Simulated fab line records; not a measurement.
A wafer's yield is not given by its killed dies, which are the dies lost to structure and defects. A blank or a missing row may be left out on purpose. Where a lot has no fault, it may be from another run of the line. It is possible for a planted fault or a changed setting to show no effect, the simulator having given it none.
One fault seen from 2 desks ; flow sky130 ; each desk holds nothing but its own numbers, with what lay behind them at the end

THE METROLOGY DESK
What the gauges read for every lot (on any tool): the sampled wafers with a number, averaged. If a lot's mean is further than 4 standard deviations from the usual mean, the lot is out of limits and carries the mark OUT (the distance appears in the brackets).
Columns: A = VT_ADJUST_PCH_OVL at SKY_VT_ADJUST_PCH_OVL_MEAS_07, usual -0.9 nm; B = VT_ADJUST_PCH_TW at SKY_VT_ADJUST_PCH_TW_MEAS_10, usual 142.3; C = SONOS_ONO_OXIDATION_THK at SKY_SONOS_ONO_THK_MEAS_01, usual 2.60 nm
lot;first seen here;A;B;C
L235;day 10 10:52;0.2;143.5;2.56
L236;day 10 14:46;-0.8;143.7;2.52
L237;day 10 22:35;-2.7;141.0;2.64
L239;day 11 22:23;0.0;141.5;2.68
L240;day 12 01:46;-0.7;141.6;2.67
L241;day 12 05:55;0.3;143.5;2.58
L242;day 12 18:49;-0.7;142.1;2.67
L243;day 13 00:53;-1.6;143.9;2.63
L245;day 13 12:05;1.0;144.2;2.64
L247;day 14 02:55;-1.2;141.7;2.59
L254;day 16 14:13;-1.2;142.4;2.60
L255;day 16 17:46;-1.1;142.6;2.64
L256;day 16 21:23;-0.6;140.9;2.68
L257;day 17 07:40;-3.0;143.8;2.56
This desk found nothing out of limits on any of the 14 lots.

THE TOOL OWNER'S DESK: implanter-01
The tool's own readings at SKY_LDD_N_IMPLANT_09: means of the sampled wafers that have a number, for each lot that ran on this tool. If a lot's mean is further than 4 standard deviations from the usual mean, the lot is out of limits and carries the mark OUT (the distance appears in the brackets).
Columns: A = beam_energy_keV at SKY_LDD_N_IMPLANT_09, usual 19.998
lot;first seen here;A
L237;day 18 08:15;20.008
L241;day 20 01:24;20.001
L242;day 20 12:45;20.001
L243;day 21 01:21;19.991
L245;day 21 10:12;17.785 (-99 or more) OUT
L247;day 22 04:57;17.783 (-99 or more) OUT
This desk's verdict: out of limits on L245, L247, starting with L245 at day 21 10:12 (beam_energy_keV at SKY_LDD_N_IMPLANT_09). Within limits: L237, L241, L242, L243.

TAKEN TOGETHER
At day 21 10:12, on L245, L247, the tool owner's desk was in a position to raise an alarm.
Nothing out of limits was seen by the metrology desk.
The metrology desk has L245, L247 on record, within its limits.
Of the lots named, all ran SKY_LDD_N_IMPLANT_09 on implanter-01.

WHAT THE SIMULATOR PUT IN
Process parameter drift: implanter-01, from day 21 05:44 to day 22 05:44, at SKY_LDD_N_IMPLANT_09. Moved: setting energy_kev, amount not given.
Struck lots among those shown: L245, L247.
Time in hours from fault onset to the first out-of-limits reading at each desk: the tool owner's desk, 4.
